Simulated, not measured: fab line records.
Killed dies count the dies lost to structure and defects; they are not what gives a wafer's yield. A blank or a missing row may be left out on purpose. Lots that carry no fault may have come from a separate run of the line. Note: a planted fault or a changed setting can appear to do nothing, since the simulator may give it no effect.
fab line records	flow sky130
record: lots: 7	wafers: 21	last_day: 50
route steps=708 shown PWDE@48 NWELL@56 PAD_OPEN@708
lots with no fault: from the same line, run without faults
start_h: start of the lot's first displayed wafer, in hours after the record's first day	wait_h: hours elapsed since this lot's preceding step	" as in the row above	L1.1+2: a single row standing in for several wafers	- no value, or no start given	* or withheld: withheld	< > ~ a bound
route shown NAME@n: names a module that has steps shown in the file, with the first one's number in the route	usual: average and standard deviation across the fault-free wafers	same: alike in all rows	chamber/n: place in a boat	sites: per-site readings	_std_site: the standard deviation of these	_edge_site: the outer-site mean with the inner-site mean subtracted	radius_mm: for every site, how far away it sits from the centre of the wafer	mask NAME#n: copy n	behind: the most recent tool/chamber to have shaped the wafer	hold: why the lot went on hold/how many hours it stayed there/how the hold came to an end	device: which transistor (n, p or np) failed to switch	end of line: the same wafers' tests at the end of the route	where a step has no rows: the recipe by itself	killed: not the wafer's yield, but the dies lost to structure and defects at the first sort	map: dies across one wafer; x = killed, . = not, _ = none there
set.NAME: setting as actually run; set.NAME@STEP: the setting as run at that earlier step	model.NAME: the simulator's own value behind a step, which no gauge read
a table for each step, a row for each wafer; lots at some steps of the route
services: when a tool's chamber went out of use (start_h, in hours from the record's first day, below 0 if earlier), for how many hours, and the reason
== steps ==
step: SKY_PWDE_SOFTBAKE_03
recipe: temp_c: 110	time_s: withheld
step: SKY_PWDE_EXPOSE_04
recipe: mask_id: PWDEM	na: 0.6	source_shape: conventional	sigma_outer: 0.6	polarization: unpolarized	target_cd_nm: 840	dose_mj: 214
step: SKY_PWDE_PEB_05
recipe: temp_c: 115	time_s: withheld
step: SKY_PWDE_DEVELOP_06
recipe: wall_angle_deg: 90	developer: TMAH	develop_time_s: 60	dev_temp_c: 23
step: SKY_PWDE_OVL_MEAS_07
usual: PWDE_OVL: -0.6/1.4
lot.wafer	tool	chamber	start_h	wait_h	PWDE_OVL[nm]
L693.1	overlay-01	-	83.73	-	-0.1
L693.3	"	-	"	"	-2.9
L693.5	"	-	"	"	0.7
L698.1	overlay-01	-	112.07	-	-2.4
L698.2	"	-	"	"	-0.9
L698.5	"	-	"	"	-1.6
L706.2	overlay-01	-	162.30	-	0.7
L706.3	"	-	"	"	-0.9
L706.4	"	-	"	"	0.3
L708.1	overlay-01	-	171.09	-	-0.6
L708.2	"	-	"	"	0.0
L708.3	"	-	"	"	-0.3
L709.3	overlay-02	-	182.40	-	-1.7
L709.4	"	-	"	"	-2.0
L709.6	"	-	"	"	-2.8
L710.1	overlay-01	-	186.49	-	-0.1
L710.2	"	-	"	"	1.1
L710.3	"	-	"	"	0.0
L712.1	overlay-02	-	195.34	-	-3.9
L712.5	"	-	"	"	-1.7
L712.6	"	-	"	"	-0.8
step: SKY_PWDE_IMPLANT_08
recipe: species: B	energy_kev: 152.7	dose_cm2: 3.6e+12	tilt_deg: withheld
step: SKY_PWDE_STRIP_09
recipe: chemistry: O2/N2	power_w: 1400	pressure_mtorr: 1500	platen_temp_c: withheld	o2_flow_sccm: 3000	n2_flow_sccm: 300	overash_fraction: 0.5
usual: chamber_pressure_mTorr: 1500.2/1.6	drypump_motor_current_A: 5.86/0.24	oes_product_au: 0.723/0.0047	strip_time_to_endpoint_s: 36.91/0.12
same: overash_fraction: 0.5
lot.wafer	tool	chamber	start_h	wait_h	chamber_pressure_mTorr	drypump_motor_current_A	oes_product_au	rf_hours_counter_h	strip_time_to_endpoint_s
L693.1	plasma_asher-04	0	83.92	0.1	1500.3	6.22	0.723	43	37.14
L693.3	"	1	"	"	1500.6	5.96	0.721	-	37.03
L693.5	"	1	"	"	1502.3	5.96	0.716	-	37.04
L698.1	plasma_asher-01	0	112.26	0.1	1499.9	5.57	0.725	44	37.09
L698.2	"	1	"	"	1500.8	6.02	0.716	44	37.06
L698.5	"	0	"	"	1499.7	5.54	0.722	-	37.01
L706.2	plasma_asher-04	1	162.48	0.1	1499.1	5.93	0.711	51	36.82
L706.3	"	0	"	"	1500.5	6.22	0.724	-	36.78
L706.4	"	1	"	"	1499.4	5.95	0.729	-	36.77
L708.1	plasma_asher-02	1	171.28	0.1	1500.4	5.72	0.726	5	36.79
L708.2	"	0	"	"	1498.8	5.58	0.721	5	36.81
L708.3	"	1	"	"	1501.4	5.72	0.723	-	36.94
L709.3	plasma_asher-01	0	182.60	0.1	1498.9	5.60	0.717	-	37.05
L709.4	"	1	"	"	1496.5	6.01	0.733	-	37.11
L709.6	"	0	"	"	1501.9	5.61	0.716	-	37.08
L710.1	plasma_asher-02	0	186.68	0.1	1500.3	5.57	0.721	6	36.76
L710.2	"	1	"	"	1501.0	5.76	0.722	6	36.65
L710.3	"	1	"	"	1501.3	5.75	0.730	-	36.72
L712.1	plasma_asher-02	1	195.53	0.1	1500.4	5.72	0.728	7	36.87
L712.5	"	0	"	"	1501.7	5.60	0.727	-	36.86
L712.6	"	1	"	"	1500.5	5.72	0.719	-	36.83
step: SKY_PWDE_TW_MEAS_10
usual: PWDE_TW: 377.0/1.9
lot.wafer	tool	chamber	start_h	wait_h	PWDE_TW
L693.1	film_metro-02	-	84.02	0.1	375.1
L693.3	"	-	"	"	375.2
L693.5	"	-	"	"	376.3
L698.1	film_metro-04	-	112.36	0.1	372.2
L698.2	"	-	"	"	373.9
L698.5	"	-	"	"	372.7
L706.2	film_metro-01	-	162.59	0.1	377.4
L706.3	"	-	"	"	377.7
L706.4	"	-	"	"	375.8
L708.1	film_metro-02	-	171.38	0.1	378.4
L708.2	"	-	"	"	379.0
L708.3	"	-	"	"	377.1
L709.3	film_metro-02	-	182.69	0.1	378.7
L709.4	"	-	"	"	379.3
L709.6	"	-	"	"	380.4
L710.1	film_metro-01	-	186.78	0.1	380.1
L710.2	"	-	"	"	380.0
L710.3	"	-	"	"	379.4
L712.1	film_metro-01	-	195.63	0.1	379.3
L712.5	"	-	"	"	378.9
L712.6	"	-	"	"	379.3
step: SKY_NWELL_DEHYDRATE_03
recipe: temp_c: 200	time_s: 60
step: SKY_NWELL_HMDS_04
recipe: prime_time_s: 60	prime_temp_c: 120
step: SKY_NWELL_COAT_05
recipe: spin_rpm: 2000	resist_thk_nm: 3000
step: SKY_NWELL_SOFTBAKE_06
recipe: temp_c: 110	time_s: withheld
step: SKY_NWELL_EXPOSE_07
recipe: mask_id: NWM	na: 0.6	source_shape: conventional	sigma_outer: 0.6	polarization: unpolarized	target_cd_nm: 840	dose_mj: 255
lot.wafer	tool	chamber	start_h	wait_h	mask	model.NWELL.overlay_x_nm
L693.1+3+5	iline_stepper-01	0	92.18	-	NWM#0	0.1209
L698.1+2+5	iline_stepper-01	0	121.03	-	NWM#0	-0.4199
L706.2+3+4	iline_stepper-01	0	172.00	-	NWM#0	-0.315
L708.1+2+3	iline_stepper-01	0	181.97	-	NWM#0	187.5
L709.3+4+6	iline_stepper-01	0	193.37	-	NWM#0	184.4
L710.1+2+3	iline_stepper-01	0	197.87	-	NWM#0	186.2
L712.1+5+6	iline_stepper-02	0	206.93	-	NWM#0	0.06597
step: SKY_NWELL_PEB_08
recipe: temp_c: 115	time_s: withheld
step: SKY_NWELL_DEVELOP_09
recipe: wall_angle_deg: 90	developer: TMAH	develop_time_s: 60	dev_temp_c: 23
step: SKY_NWELL_OVL_MEAS_10
usual: NWELL_00_OVL: -1.1/1.5
lot.wafer	tool	chamber	start_h	wait_h	NWELL_00_OVL[nm]
L693.1	overlay-01	-	99.88	-	0.2
L693.3	"	-	"	"	-1.4
L693.5	"	-	"	"	-1.8
L698.1	overlay-02	-	130.53	-	-3.3
L698.2	"	-	"	"	-2.7
L698.5	"	-	"	"	-2.1
L706.2	overlay-01	-	182.33	-	0.0
L706.3	"	-	"	"	-0.3
L706.4	"	-	"	"	-1.8
L708.1	overlay-01	-	192.52	-	187.5
L708.2	"	-	"	"	185.6
L708.3	"	-	"	"	188.0
L709.3	overlay-01	-	204.38	-	184.1
L709.4	"	-	"	"	183.4
L709.6	"	-	"	"	182.6
L710.1	overlay-02	-	208.73	-	183.4
L710.2	"	-	"	"	183.9
L710.3	"	-	"	"	185.3
L712.1	overlay-01	-	217.38	-	-1.1
L712.5	"	-	"	"	-2.2
L712.6	"	-	"	"	-2.4
step: SKY_NWELL_IMPLANT_11
recipe: species: P	energy_kev: 400	dose_cm2: 1.942e+13	tilt_deg: withheld
step: SKY_PAD_OPEN_PROBE_99
usual: killed_at_M0_to_M3: 44/7	killed_at_M4_up: 3.2/2	killed_at_contacts: 25/5.3	killed_at_front_end: 15/4.3	killed_at_other: 0.3/0.54	killed_dies: 86/8.7	killed_on_rim: 17/3.6	killed_open: 47/6.4	killed_short: 39/5.6
same: gross_dies: 492	killed_at_back_side: 0
lot.wafer	tool	chamber	start_h	wait_h	killed_at_M0_to_M3	killed_at_M4_up	killed_at_contacts	killed_at_front_end	killed_at_other	killed_dies	killed_on_rim	killed_open	killed_short
L693.1	prober-02	-	1091.21	0.1	37	3	36	13	1	90	14	46	43
L693.3	prober-02	-	1091.31	0.2	43	6	22	13	1	85	13	43	41
L693.5	prober-02	-	1091.41	0.2	38	4	35	13	0	90	17	47	43
L698.1	prober-01	-	1117.64	0.1	42	3	26	16	0	87	18	48	39
L698.2	prober-01	-	1117.69	0.1	49	1	30	18	0	98	18	53	45
L698.5	prober-01	-	1117.84	0.2	35	2	27	16	0	80	16	45	35
L706.2	prober-02	-	1164.37	0.1	43	3	25	9	0	80	13	39	41
L706.3	prober-02	-	1164.42	0.2	61	6	18	13	0	98	24	51	47
L706.4	prober-02	-	1164.47	0.2	56	0	21	14	0	91	18	52	39
L708.1	prober-01	-	1178.35	0.1	59	2	32	399	0	492	96	64	44
L708.2	prober-01	-	1178.40	0.1	46	7	29	410	0	492	96	52	45
L708.3	prober-01	-	1178.45	0.2	44	4	21	423	0	492	96	50	36
L709.3	prober-02	-	1184.69	0.2	50	6	23	412	1	492	96	48	41
L709.4	prober-02	-	1184.74	0.2	46	3	17	425	1	492	96	42	41
L709.6	prober-02	-	1184.84	0.2	55	1	31	405	0	492	96	53	48
L710.1	prober-01	-	1190.19	0.1	33	1	24	434	0	492	96	45	33
L710.2	prober-01	-	1190.24	0.1	49	4	27	412	0	492	96	51	48
L710.3	prober-01	-	1190.29	0.2	49	1	23	419	0	492	96	54	37
L712.1	prober-02	-	1198.36	0.1	42	3	27	14	0	86	14	44	42
L712.5	prober-02	-	1198.56	0.2	37	2	21	19	0	79	10	34	45
L712.6	prober-02	-	1198.61	0.2	33	3	40	19	0	95	20	53	42
killed by level:class
L693.1 LI_CONTACT:geometric_particle:open=11 VIA1:geometric_particle:open=9 CONTACT:geometric_particle:short=9 CONTACT:geometric_particle:open=8 METAL2:geometric_particle:short=7 VIA3:geometric_particle:open=6 VIA2:geometric_particle:open=5 FIELD_ISO:geometric_particle:short=4
L693.3 VIA1:geometric_particle:open=11 LI_CONTACT:geometric_particle:open=7 VIA2:geometric_particle:open=6 CONTACT:geometric_particle:open=6 FIELD_ISO:geometric_particle:short=5 LOCAL_INTERCONNECT:geometric_particle:short=5 VIA3:geometric_particle:open=5 VIA1:geometric_particle:short=5
L693.5 LOCAL_INTERCONNECT:geometric_particle:short=11 LI_CONTACT:geometric_particle:open=9 CONTACT:geometric_particle:open=9 METAL2:geometric_particle:short=8 FIELD_ISO:geometric_particle:open=4 METAL1:geometric_particle:open=4 VIA1:geometric_particle:open=4 METAL2:geometric_particle:open=4
L698.1 LI_CONTACT:geometric_particle:open=11 CONTACT:geometric_particle:open=7 VIA3:geometric_particle:open=6 FIELD_ISO:geometric_particle:open=5 METAL2:geometric_particle:short=5 CONTACT:geometric_particle:short=5 METAL1:geometric_particle:short=5 VIA2:geometric_particle:open=5
L698.2 VIA1:geometric_particle:open=13 LI_CONTACT:geometric_particle:open=11 CONTACT:geometric_particle:open=8 CONTACT:geometric_particle:short=7 FIELD_ISO:geometric_particle:short=5 POLY_GATE:geometric_particle:open=5 VIA2:geometric_particle:open=5 VIA3:geometric_particle:short=5
L698.5 CONTACT:geometric_particle:open=12 VIA3:geometric_particle:open=8 LI_CONTACT:geometric_particle:open=6 CONTACT:geometric_particle:short=5 VIA1:geometric_particle:open=5 POLY_GATE:geometric_particle:short=4 POLY_GATE:geometric_particle:open=4 METAL1:geometric_particle:short=4
L706.2 VIA1:geometric_particle:open=9 VIA2:geometric_particle:open=7 CONTACT:geometric_particle:open=6 LI_CONTACT:geometric_particle:open=5 LI_CONTACT:geometric_particle:short=5 CONTACT:geometric_particle:short=5 VIA1:geometric_particle:short=5 VIA3:geometric_particle:open=5
L706.3 METAL1:geometric_particle:short=14 CONTACT:geometric_particle:open=8 VIA1:geometric_particle:open=8 VIA1:geometric_particle:short=7 VIA2:geometric_particle:open=7 METAL1:geometric_particle:open=6 VIA3:geometric_particle:open=6 METAL4:geometric_particle:short=5
L706.4 VIA1:geometric_particle:open=18 METAL1:geometric_particle:short=8 CONTACT:geometric_particle:open=7 VIA1:geometric_particle:short=7 LI_CONTACT:geometric_particle:open=6 METAL2:geometric_particle:short=6 POLY_GATE:geometric_particle:open=5 METAL1:geometric_particle:open=5
L708.1 NWELL:overlay=384 VIA1:geometric_particle:open=18 CONTACT:geometric_particle:open=14 VIA3:geometric_particle:open=9 LI_CONTACT:geometric_particle:open=8 VIA1:geometric_particle:short=7 METAL2:geometric_particle:short=7 METAL1:geometric_particle:short=6
L708.2 NWELL:overlay=395 VIA1:geometric_particle:open=14 LI_CONTACT:geometric_particle:open=12 VIA1:geometric_particle:short=10 VIA3:geometric_particle:open=8 CONTACT:geometric_particle:open=7 METAL4:geometric_particle:short=6 FIELD_ISO:geometric_particle:short=5
L708.3 NWELL:overlay=406 POLY_GATE:geometric_particle:open=9 VIA2:geometric_particle:open=9 LI_CONTACT:geometric_particle:open=8 VIA3:geometric_particle:open=8 METAL2:geometric_particle:short=7 VIA1:geometric_particle:open=5 LOCAL_INTERCONNECT:geometric_particle:short=5
L709.3 NWELL:overlay=403 VIA1:geometric_particle:open=11 VIA3:geometric_particle:open=7 LI_CONTACT:geometric_particle:open=7 VIA1:geometric_particle:short=7 VIA2:geometric_particle:open=7 LOCAL_INTERCONNECT:geometric_particle:short=5 CONTACT:geometric_particle:open=5
L709.4 NWELL:overlay=408 VIA1:geometric_particle:open=13 CONTACT:geometric_particle:open=9 METAL2:geometric_particle:short=9 VIA1:geometric_particle:short=6 VIA2:geometric_particle:open=6 CONTACT:geometric_particle:short=5 FIELD_ISO:geometric_particle:open=4
L709.6 NWELL:overlay=390 VIA1:geometric_particle:open=12 CONTACT:geometric_particle:open=10 METAL1:geometric_particle:short=9 VIA2:geometric_particle:open=9 LI_CONTACT:geometric_particle:open=7 VIA1:geometric_particle:short=6 LOCAL_INTERCONNECT:geometric_particle:short=6
L710.1 NWELL:overlay=414 FIELD_ISO:geometric_particle:short=10 CONTACT:geometric_particle:open=10 VIA3:geometric_particle:open=8 LI_CONTACT:geometric_particle:open=7 LOCAL_INTERCONNECT:geometric_particle:short=6 FIELD_ISO:geometric_particle:open=5 VIA2:geometric_particle:open=5
L710.2 NWELL:overlay=393 VIA3:geometric_particle:open=12 METAL2:geometric_particle:short=9 LI_CONTACT:geometric_particle:open=7 LOCAL_INTERCONNECT:geometric_particle:short=7 METAL1:geometric_particle:short=7 POLY_GATE:geometric_particle:open=6 VIA2:geometric_particle:open=6
L710.3 NWELL:overlay=401 VIA1:geometric_particle:open=13 LI_CONTACT:geometric_particle:open=8 CONTACT:geometric_particle:open=8 VIA3:geometric_particle:open=8 METAL2:geometric_particle:short=7 FIELD_ISO:geometric_particle:open=6 VIA2:geometric_particle:open=6
L712.1 CONTACT:geometric_particle:open=11 VIA1:geometric_particle:open=9 FIELD_ISO:geometric_particle:open=6 VIA1:geometric_particle:short=6 METAL2:geometric_particle:short=6 LI_CONTACT:geometric_particle:open=5 SPACER:geometric_particle:short=4 LI_CONTACT:geometric_particle:short=4
L712.5 CONTACT:geometric_particle:short=10 VIA1:geometric_particle:open=8 VIA2:geometric_particle:open=6 VIA1:geometric_particle:short=6 VIA3:geometric_particle:open=6 FIELD_ISO:geometric_particle:short=5 POLY_GATE:geometric_particle:short=5 LI_CONTACT:geometric_particle:open=5
L712.6 CONTACT:geometric_particle:open=15 CONTACT:geometric_particle:short=13 VIA1:geometric_particle:open=8 FIELD_ISO:geometric_particle:open=6 VIA2:geometric_particle:open=6 LI_CONTACT:geometric_particle:open=5 POLY_GATE:geometric_particle:open=4 LI_CONTACT:geometric_particle:short=4
map L708.1 (x killed, . not)
__________xxxxxxxxxx_________
________xxxxxxxxxxxxxx_______
______xxxxxxxxxxxxxxxxxx_____
_____xxxxxxxxxxxxxxxxxxxx____
____xxxxxxxxxxxxxxxxxxxxxx___
___xxxxxxxxxxxxxxxxxxxxxxxx__
__xxxxxxxxxxxxxxxxxxxxxxxxxx_
_xxxxxxxxxxxxxxxxxxxxxxxxxxxx
_xxxxxxxxxxxxxxxxxxxxxxxxxxxx
_xxxxxxxxxxxxxxxxxxxxxxxxxxxx
_xxxxxxxxxxxxxxxxxxxxxxxxxxxx
_xxxxxxxxxxxxxxxxxxxxxxxxxxxx
_xxxxxxxxxxxxxxxxxxxxxxxxxxxx
_xxxxxxxxxxxxxxxxxxxxxxxxxxxx
_xxxxxxxxxxxxxxxxxxxxxxxxxxxx
__xxxxxxxxxxxxxxxxxxxxxxxxxx_
___xxxxxxxxxxxxxxxxxxxxxxxx__
____xxxxxxxxxxxxxxxxxxxxxx___
_____xxxxxxxxxxxxxxxxxxxx____
______xxxxxxxxxxxxxxxxxx_____
________xxxxxxxxxxxxxx_______
__________xxxxxxxxxx_________
map L709.3 (x killed, . not)
__________xxxxxxxxxx_________
________xxxxxxxxxxxxxx_______
______xxxxxxxxxxxxxxxxxx_____
_____xxxxxxxxxxxxxxxxxxxx____
____xxxxxxxxxxxxxxxxxxxxxx___
___xxxxxxxxxxxxxxxxxxxxxxxx__
__xxxxxxxxxxxxxxxxxxxxxxxxxx_
_xxxxxxxxxxxxxxxxxxxxxxxxxxxx
_xxxxxxxxxxxxxxxxxxxxxxxxxxxx
_xxxxxxxxxxxxxxxxxxxxxxxxxxxx
_xxxxxxxxxxxxxxxxxxxxxxxxxxxx
_xxxxxxxxxxxxxxxxxxxxxxxxxxxx
_xxxxxxxxxxxxxxxxxxxxxxxxxxxx
_xxxxxxxxxxxxxxxxxxxxxxxxxxxx
_xxxxxxxxxxxxxxxxxxxxxxxxxxxx
__xxxxxxxxxxxxxxxxxxxxxxxxxx_
___xxxxxxxxxxxxxxxxxxxxxxxx__
____xxxxxxxxxxxxxxxxxxxxxx___
_____xxxxxxxxxxxxxxxxxxxx____
______xxxxxxxxxxxxxxxxxx_____
________xxxxxxxxxxxxxx_______
__________xxxxxxxxxx_________
== services ==
tool	chamber	start_h	hours	kind
iline_stepper-02	-	66.51	1.7	pm
plasma_asher-01	-	66.68	4.5	repair
iline_stepper-01	-	69.10	1.7	pm
plasma_asher-01	-	107.62	2.8	pm
plasma_asher-02	-	108.75	9.0	pm
plasma_asher-02	0	108.75	9.0	vent_cycle
plasma_asher-02	1	108.75	9.0	vent_cycle
plasma_asher-02	0	117.75	-	clean
plasma_asher-02	1	117.75	-	clean
plasma_asher-01	-	118.27	3.4	repair
plasma_asher-02	-	128.79	2.8	pm
iline_stepper-02	0	139.74	-	calibration
iline_stepper-01	-	147.23	8.6	repair
iline_stepper-01	-	173.39	1.3	repair
plasma_asher-04	-	192.61	4.3	pm
plasma_asher-04	-	204.84	1.8	repair
== key ==
first_sign: step: SKY_NWELL_OVL_MEAS_10	reading: NWELL_00_OVL	direction: up	sigmas: 99+	usual: -1.1	struck: 184.9
effect: step: SKY_PAD_OPEN_PROBE_99	reading: killed_at_front_end	direction: up	sigmas: 93	usual: 15	struck: 415
model_effect: step: SKY_NWELL_EXPOSE_07	value: NWELL.overlay_x_nm	without: -0.1282	struck: 186
more_kills_born_at: SKY_NWELL_EXPOSE_07@iline_stepper-01: 3594
met_at SKY_NWELL_EXPOSE_07
struck_wafers L708.1,L708.2,L708.3,L709.3,L709.4,L709.6,L710.1,L710.2,L710.3
tester_left_out L708,L709,L710
onset_between 172.00 181.97
fault: kind: scanner_matching_overlay	tool: iline_stepper-01	chamber: -	onset_h: 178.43	steps: SKY_NWELL_EXPOSE_07	offset: 186.18
tester_left_out: of these lots the tester's yield and bins aren't shown, on N5 and GAA mostly nor the transistor test; their killed dies are dies lost to structure and defects alone, not to doping, threshold or leakage, so they don't give the yield
